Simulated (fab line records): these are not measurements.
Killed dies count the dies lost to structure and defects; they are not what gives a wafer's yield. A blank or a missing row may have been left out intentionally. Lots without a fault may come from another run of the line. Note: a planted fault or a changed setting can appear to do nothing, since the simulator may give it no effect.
Problem report, 8D (eight disciplines) form, completed by code    flow gf180mcu    the parts of the form that need people (team, actions taken, sign-off) are left out

## 1. WHAT WENT WRONG
At GF_NWELL_IMPLANT_08, beam-energy-keV averages 469.31 over 6 wafers from 2 lots, while fault-free wafers read 449.99, standard deviation 0.14. That is +99 or more standard deviations from the usual mean.
Earliest sighting: wafer L359.2 on implanter-04 at day 6 20:13. The record has a number at this step for 39 wafers belonging to 13 lots. Rule for "out", or "out of limits": more than 4 standard deviations from the usual mean. Any other wafer with a number is counted as sound.

## 2. WHAT IT IS, AND WHAT IT ISN'T
question                     is                      is not
which readings at this step  beam-energy-keV         end-station-pressure-torr
which lots                   L359, L360              L344, L345, L348, L349, L352, L353, L354, L355, L356, L357, L367
which wafers of those lots   all that have a number  -
read on which tools          implanter-04            implanter-01, implanter-02
when                         from day 6 20:13        up to then (30 sound wafers); but 3 sound wafers of L367 came after

## 3. SUSPECTS, AND WHAT RULES EACH OUT
Counting: any tool at a process step up to the reading is kept as a suspect provided that every lot that is out went through it and no sound lot did after the first of them.
- implanter-04 at GF_NWELL_IMPLANT_08: kept. All lots that are out passed through it, beginning with L359 at day 6 20:13, and no sound lot followed; its final sound lot before that point was L357 at day 6 06:46. Its own readings are out on those wafers: beam-energy-keV.
Left after counting: implanter-04 at GF_NWELL_IMPLANT_08.

## 4. THE CAUSE (what the simulator had put in)
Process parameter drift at GF_NWELL_IMPLANT_08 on implanter-04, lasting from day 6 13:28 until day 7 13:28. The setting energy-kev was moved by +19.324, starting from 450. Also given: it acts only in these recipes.
The count eliminated every tool but this one.

## 5. THE CHAIN OF EFFECTS, in route order
One row per reading whose mean, taken over the struck wafers that have a number, lies over 3 standard deviations from the usual. Only readings for which the record gives a usual standard deviation are gone through. hours: the time from each lot's start at the first step in this table that gives one to its start at this step, as a median over the lots. sigmas: the change in usual standard deviations.
hours  step                 reading          usual   on struck wafers  change  sigmas
0      GF_NWELL_IMPLANT_08  beam-energy-keV  449.99  469.31            +19.32  +99 or more
Here are the process steps it includes:
- GF_NWELL_IMPLANT_08
Later measuring or inspecting steps at which every struck wafer that the step has a row for has a number for every such reading, and none has moved that far: GF_V5_THK_MEAS_03.

## 6. HOW IT WOULD HAVE BEEN CAUGHT EARLIER
In this record no reading fell out of limits until day 6 20:13, 7 hours after the fault had begun at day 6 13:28.
